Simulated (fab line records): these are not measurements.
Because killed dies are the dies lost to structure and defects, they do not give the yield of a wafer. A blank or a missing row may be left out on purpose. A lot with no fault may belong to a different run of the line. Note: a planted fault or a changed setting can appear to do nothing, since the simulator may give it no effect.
Matching of chambers ; flow sky130 ; 4 sister chambers for SKY_VIA1_ETCH_15 on rie diel-02
The step etches SiO2 in C4F8/O2/Ar, stops on TiN, target depth 351 nm, time 54 s. 8 wafers are shown with their chamber, then 11 later ones without.

## EACH WAFER AND ITS CHAMBER
wafer;chamber;rf fwd power W (W);oes product au (a.u.)
L078.6;0;1480;0.989
L081.6;0;1489;0.980
L085.1;2;1478;0.978
L085.4;1;1484;0.972
L088.1;1;1485;0.970
L088.2;3;1471;0.979
L088.3;2;1489;0.990
L089.2;3;1473;0.989

## WAFERS MISSING THEIR CHAMBER
wafer;rf fwd power W (W);oes product au (a.u.)
L089.4;1488;0.981
L089.5;1477;0.984
L090.1;1478;0.987
L090.3;1480;0.976
L090.5;1479;0.985
L091.2;1479;0.986
L091.3;1492;0.979
L091.4;1483;0.990
L095.3;1487;0.978
L095.5;1480;0.974
L095.6;1480;0.985

## EACH ONE'S CHAMBER
wafer;from the rows above;in truth
L089.4;can't be placed: 0 or 2 or 1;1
L089.5;can't be placed: 3 or 2 or 0 or 1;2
L090.1;can't be placed: 2 or 3 or 0 or 1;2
L090.3;can't be placed: 1 or 2 or 0 or 3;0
L090.5;can't be placed: 2 or 0 or 3 or 1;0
L091.2;can't be placed: 2 or 0 or 3 or 1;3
L091.3;can't be placed: 0 or 2 or 1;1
L091.4;can't be placed: 0 or 2 or 3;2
L095.3;can't be placed: 0 or 2 or 1 or 3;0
L095.5;can't be placed: 1 or 2 or 0 or 3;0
L095.6;can't be placed: 2 or 0 or 3 or 1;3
Correctly placed: 0 of 11. Can't be placed from these rows: 11 (the true chamber is among the candidates in 11). Wrongly placed: 0.
How it was worked out, from the rows above alone: a wafer's distance from a chamber is the root of the sum, over the readings, of the square of ((its reading less the chamber's mean) divided by the reading's scatter). The wafer belongs to the nearest chamber; if the next one is less than 2 further off, it can't be placed. For every chamber, the mean is computed from those of its wafers that are shown. The scatter: the root of (the sum of the squares of (reading less its chamber's mean) over the shown wafers, divided by (wafers less chambers)).
